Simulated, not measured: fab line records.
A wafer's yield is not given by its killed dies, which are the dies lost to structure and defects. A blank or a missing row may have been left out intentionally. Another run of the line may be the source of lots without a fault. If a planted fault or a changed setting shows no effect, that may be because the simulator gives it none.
Matching of chambers + flow gf180mcu + 3 sister chambers for GF_PASSIVATION_CVD_00 on pecvd-04
The step deposits SiO2 from TEOS, target thk 1000 nm, time 111.95 s. 6 wafers are shown with their chamber, then 6 later ones without.

## WAFERS WITH THEIR CHAMBER
| wafer  | chamber | heater power w (W) |
|--------|---------|--------------------|
| L859.5 | 1       | 674                |
| L867.4 | 0       | 717                |
| L868.4 | 1       | 666                |
| L868.5 | 2       | 795                |
| L869.4 | 2       | 785                |
| L869.5 | 0       | 738                |

## WAFERS MISSING THEIR CHAMBER
| wafer  | heater power w (W) |
|--------|--------------------|
| L869.6 | 668                |
| L877.3 | 811                |
| L877.6 | 536                |
| L879.2 | 776                |
| L879.3 | 744                |
| L879.4 | 792                |

## CHAMBER TAKEN BY EACH
| wafer  | from the rows above | in truth                   |
|--------|---------------------|----------------------------|
| L869.6 | 1                   | 1                          |
| L877.3 | 2                   | 2                          |
| L877.6 | 1                   | 1                          |
| L879.2 | 2                   | 2                          |
| L879.3 | 0                   | 0                          |
| L879.4 | 2                   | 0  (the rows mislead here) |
5 of 6 placed correctly. Number that these rows cannot place: 0. Wrongly placed: 1.
How it was worked out, from the rows above alone: a wafer's distance from a chamber is the root of the sum, over the readings, of the square of ((its reading less the chamber's mean) divided by the reading's scatter). If the next closest chamber is less than 2 further off than the closest, the wafer can't be placed; otherwise it belongs to the closest. A chamber's mean is the mean of its shown wafers. How the scatter is found: for the shown wafers, subtract from each reading the mean of its chamber, square and add these, divide the total by (wafers less chambers), then take the root.
